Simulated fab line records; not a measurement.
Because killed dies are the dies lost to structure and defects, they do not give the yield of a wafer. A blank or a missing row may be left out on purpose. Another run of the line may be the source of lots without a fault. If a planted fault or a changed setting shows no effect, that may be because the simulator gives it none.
Comparing a struck lot with a sound one / flow gf180mcu / 15 steps out of a route of 602
Sound: the wafers L951.2, L951.5, L951.6. Wafers struck: L957.1, L957.3, L957.5. The cause is given at the end.
For every step that has rows: the tool of each side, followed by ch and its chambers, followed by its first start. Under that, the readings that differ: sound wafers / struck wafers / difference of the means / sigmas: that difference in standard deviations of wafers without a fault.
alike: readings with means less than 2 such deviations apart, plus words and numbers identical on both sides. not compared: withheld readings, readings lacking a value on some wafer, bounds such as >300 that could conceal the same value, and numbers that have no deviation in the record and whose values overlap.
The two part at a step that has a row with sigmas, a row that says differs or no value, or rows on one side only. Non-overlapping numbers with no deviation appear without sigmas and do not part them. A reading missing from all wafers of one side parts the sides only when that side holds two or more wafers.

first, 3 steps without rows for these wafers: GF_MVSD_EXPOSE_04 (exposes mask MVSD, target cd 1000 nm); GF_MVSD_PEB_05; GF_MVSD_DEVELOP_06 (develop time 60 s).
GF_MVSD_OVL_MEAS_07:
  sound on overlay-01 at day 5 21:25; struck on overlay-02 at day 7 12:52
  alike: MVSD_OVL
then, 2 steps without rows for these wafers: GF_MVSD_IMPLANT_08; GF_MVSD_IMPLANT_09.
GF_MVSD_STRIP_10: strips in O2/N2.
  sound on plasma_asher-01 ch 0,1, day 5 21:44; struck on plasma_asher-02 ch 0,1, day 7 13:11
  alike: drypump_motor_current_A, heater_power_w, oes_product_au, strip_time_to_endpoint_s
  not compared: rf_hours_counter_h
GF_MVSD_TW_MEAS_11:
  sound on film_metro-02 at day 5 21:51; struck on film_metro-01 at day 7 13:17
  alike: MVSD_TW
then, 4 steps without rows for these wafers: GF_MVPSD_DEHYDRATE_00 (time 60 s); GF_MVPSD_HMDS_01 (prime time 60 s); GF_MVPSD_COAT_02 (resist thk 3000 nm); GF_MVPSD_SOFTBAKE_03.
GF_MVPSD_EXPOSE_04: exposes mask MVPSD, target cd 1000 nm.
  sound on iline_stepper-02 ch 0, day 6 05:45; struck on iline_stepper-01 ch 0, day 7 21:34
reading=exposure_dose_mJ_cm2; sound=260.17 260.36 260.43; struck=224.79 224.89 225.03; difference=-35.42; sigmas=-99 or more
  alike: mask
then, 1 step without rows for these wafers: GF_MVPSD_PEB_05.
GF_PASSIVATION_PROBE_99:
  sound wafers here have rows in the record (prober-01, day 31 05:17); struck ones have none

== WHERE THEY PART ==
Last at GF_PASSIVATION_PROBE_99 as far as this record goes, first at GF_MVPSD_EXPOSE_04.

WHY: what the simulator had put in
Process parameters drifting: iline_stepper-01 at GF_MVPSD_EXPOSE_04, beginning at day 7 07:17. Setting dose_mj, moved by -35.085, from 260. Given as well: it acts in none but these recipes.
